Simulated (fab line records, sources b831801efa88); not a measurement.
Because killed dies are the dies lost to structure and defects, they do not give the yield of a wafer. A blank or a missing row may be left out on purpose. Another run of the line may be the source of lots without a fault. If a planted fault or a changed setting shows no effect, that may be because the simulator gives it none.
A struck lot beside a sound one || flow sfq line || 24 steps out of a route of 325
Sound: the wafers L889.1, L889.3, L889.6. Struck: wafers L884.4, L884.5, L884.6. The cause is named last.
For every step that has rows: the tool of each side, followed by ch and its chambers, followed by its first start. Under that, the readings that differ: sound wafers || struck wafers || difference of the means || sigmas: that difference in standard deviations of wafers without a fault.
alike: a reading whose means differ by less than 2 such deviations, as well as words and numbers matching on both sides. not compared: withheld readings; readings where some wafer has no value; bounds like >300 that might hide an equal value; numbers whose values overlap and for which the record gives no deviation.
Wherever a step has rows on one side only, a row that says differs or no value, or a row with sigmas, the two part there. When numbers do not overlap yet have no deviation, they are printed without sigmas and do not part them. Lack of a reading on every wafer of one side parts them only where that side has two or more wafers.

first, 6 steps without rows for these wafers: SFQ_TRILAYER_I3_VIA_LITHO_COAT_090 (resist thk 62 nm); SFQ_TRILAYER_I3_VIA_LITHO_COAT_085 (resist thk 650 nm); SFQ_TRILAYER_I3_VIA_LITHO_SOFTBAKE_089; SFQ_TRILAYER_I3_VIA_LITHO_EXPOSE_086 (exposes mask I3, target cd 500 nm); SFQ_TRILAYER_I3_VIA_LITHO_PEB_088 (peb time 60 s); SFQ_TRILAYER_I3_VIA_LITHO_DEVELOP_087 (time 60 s).
SFQ_I3_OVL_MEAS_923:
  struck on overlay-01, day 43 13:35; sound on overlay-02, day 45 04:13
  alike: I3_OVL
SFQ_TRILAYER_I3_VIA_BARC_OPEN_VIA_ETCH_121: etches BARC in O2, target depth 125 nm, time 41.7 s.
  sound on rie diel-04 ch 0,1, day 45 04:15; struck on rie diel-04 ch 0,2,3, day 43 13:36
  alike: drypump motor current A, oes product au
  not compared: rf hours counter h
SFQ_TRILAYER_I3_VIA_ETCH_VIA_ETCH_088: etches SiO2 in CHF3, stops on Nb, target depth 260 nm.
  sound on rie diel-04 ch 0,1, day 45 04:17; struck on rie diel-04 ch 0,2,3, day 43 13:38
  alike: drypump motor current A, oes product au
SFQ_TRILAYER_I3_VIA_STRIP_STRIP_089: strips in O2.
  sound on rie metal-04 ch 0,1, day 45 04:24; struck on rie metal-01 ch 1, day 43 14:21
  alike: drypump motor current A, oes product au, platen temp c
  not compared: rf hours counter h
then, 2 steps without rows for these wafers: SFQ_TRILAYER_I3_VIA_STRIP_SOLV_CLEAN_090 (cleans in NMP, time 600 s); SFQ_TRILAYER_M4_DEP_PRE_CLEAN_092 (time 22.5 s).
SFQ_TRILAYER_M4_DEP_SPUTTER_091: material Nb, target thk 200 nm, time 133.3 s.
  struck on pvd sputter-04, day 43 15:25; sound on pvd sputter-06, day 45 05:12
  alike: cathode dc power W, resputter cathode voltage v, throttle valve pct
SFQ_M4_RS_MEAS_924: the measuring method here is four-point-probe.
  struck on film metro-02, day 43 15:34; sound on film metro-01, day 45 05:17
{"reading": "M4_NB_RS (ohm/sq)", "sound": "0.877 0.873 0.890", "struck": "0.451 0.448 0.446", "difference": -0.432, "sigmas": -39}
then, 6 steps without rows for these wafers: SFQ_TRILAYER_M4_LITHO_COAT_098 (resist thk 62 nm); SFQ_TRILAYER_M4_LITHO_COAT_093 (resist thk 600 nm); SFQ_TRILAYER_M4_LITHO_SOFTBAKE_097; SFQ_TRILAYER_M4_LITHO_EXPOSE_094 (exposes mask M4, target cd 500 nm); SFQ_TRILAYER_M4_LITHO_PEB_096 (peb time 60 s); SFQ_TRILAYER_M4_LITHO_DEVELOP_095 (time 60 s).
-- the record jumps here: 6 days lie between the struck wafers' starts before and after --
SFQ_M4_OVL_MEAS_926:
  struck on overlay-01, day 49 12:32; sound on overlay-01, day 51 08:27
  alike: M4_OVL
SFQ_TRILAYER_M4_BARC_OPEN_METAL_ETCH_123: etches BARC in O2, target depth 125 nm, time 41.7 s.
  sound on rie metal-04 ch 0,1, day 51 08:29; struck on rie metal-04 ch 0,1, day 49 12:35
  alike: drypump motor current A, oes product au
  not compared: rf hours counter h
SFQ_TRILAYER_M4_ETCH_METAL_ETCH_096: etches Nb in Cl2/Ar, stops on SiO2, target depth 240 nm, time 120 s.
  sound on rie metal-04 ch 0,1, day 51 08:32; struck on rie metal-04 ch 0,1, day 49 12:40
{"reading": "oes product au (a.u.)", "sound": "0.899 0.899 0.895", "struck": "1.005 1.002 1.004", "difference": "+0.106", "sigmas": "+14"}
{"reading": "model.etch.depth nm (nm)", "sound": "202.8 203.7 200.1", "struck": "241.9 243.3 239.8", "difference": "+39.5", "sigmas": ""}
{"reading": "model.M4.feature depth nm (nm)", "sound": "202.8 203.7 200.1", "struck": "241.9 243.3 239.8", "difference": "+39.5", "sigmas": ""}
  alike: drypump motor current A
  not compared: rf hours counter h
SFQ_TRILAYER_M4_STRIP_STRIP_097: strips in O2.
  sound on rie metal-04 ch 0,1, day 51 08:40; struck on rie metal-04 ch 0,1, day 49 12:57
  alike: drypump motor current A, oes product au, platen temp c
  not compared: rf hours counter h

WHERE THEY PART
At SFQ_M4_RS_MEAS_924 first; at SFQ_TRILAYER_M4_ETCH_METAL_ETCH_096 last (within this record only). Later steps at which nothing parts them and some readings are alike: SFQ_TRILAYER_M4_STRIP_STRIP_097.

WHY: whatever the simulator had introduced
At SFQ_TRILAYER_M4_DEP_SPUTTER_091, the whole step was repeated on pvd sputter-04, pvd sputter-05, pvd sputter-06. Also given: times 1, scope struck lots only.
